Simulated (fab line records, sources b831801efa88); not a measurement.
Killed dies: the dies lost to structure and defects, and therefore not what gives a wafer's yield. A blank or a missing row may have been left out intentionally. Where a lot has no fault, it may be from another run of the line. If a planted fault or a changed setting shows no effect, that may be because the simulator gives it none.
Which tool did it?    flow gf180mcu    6 lots with 18 wafers sampled at 3 steps, on a route of 602 steps

## WHAT THE GAUGES SHOWED, per wafer
GF_VT_IMPLANT_RS_MEAS_46: measurement is done with a four-point probe.
lot   measured      on             MVSD_RS (ohm/sq)
L714  day 8 02:34   film metro-02  456.2 456.8 455.8
L718  day 9 06:16   film metro-01  456.0 457.2 458.6
L724  day 11 01:00  film metro-02  514.1 514.4 514.6
L728  day 12 01:59  film metro-01  456.7 455.6 455.3
L731  day 12 19:00  film metro-04  459.2 458.0 458.8
L733  day 13 10:01  film metro-01  458.4 459.0 459.0

## WHICH TOOL RAN EACH LOT (tool, then ch and the chambers of the sampled wafers, then the start)
lot   GF_STI_ETCH_14                   GF_MVSD_IMPLANT_09
L714  rie si-02 ch 1,2, day 2 11:56    implanter-04 ch 0, day 4 22:07
L718  rie si-01 ch 0,1,2, day 3 09:05  implanter-01 ch 0, day 5 21:39
L724  rie si-01 ch 1,2, day 4 15:32    implanter-01 ch 0, day 7 11:09
L728  rie si-01 ch 0,1,2, day 5 14:08  implanter-03 ch 0, day 8 07:56
L731  rie si-01 ch 0,1, day 6 03:17    implanter-03 ch 0, day 8 22:54
L733  rie si-01 ch 0,2,3, day 6 14:20  implanter-03 ch 0, day 9 11:38
- GF_STI_ETCH_14: etches Si in HBr/Cl2/O2, target depth 360 nm, time 102.9 s.
- GF_MVSD_IMPLANT_09

## THE ANSWER, worked out from the rows above alone
Rule: the lots themselves supply what counts as usual. The widest of any qualifying gaps counts: lots, ordered by their means at a reading, are off when they make up no more than a third of the lots, leave a main group of 4 or more, and stand apart from it by 3 or more times the standard deviation of that group's means. If all means in a main group match to the digits the tables above print for the reading, that group is not used. Also off: a lot with no number at a reading for which 4 or more lots have one. All remaining lots with rows at the step are treated as sound.
Off: L724, at GF_VT_IMPLANT_RS_MEAS_46 (MVSD_RS). For the main group the mean is 457.4 ohm/sq and the standard deviation 1.2.
If a tool, at a process step before that reading, ran all the lots that are off and no sound lot after the first of them, it fits. The gauges at GF_VT_IMPLANT_RS_MEAS_46 are tried like those tools. This does not decide it: 2 tools fit, namely implanter-01 at GF_MVSD_IMPLANT_09 and film metro-02 at GF_VT_IMPLANT_RS_MEAS_46.

## WHAT HAD BEEN PUT IN BY THE SIMULATOR
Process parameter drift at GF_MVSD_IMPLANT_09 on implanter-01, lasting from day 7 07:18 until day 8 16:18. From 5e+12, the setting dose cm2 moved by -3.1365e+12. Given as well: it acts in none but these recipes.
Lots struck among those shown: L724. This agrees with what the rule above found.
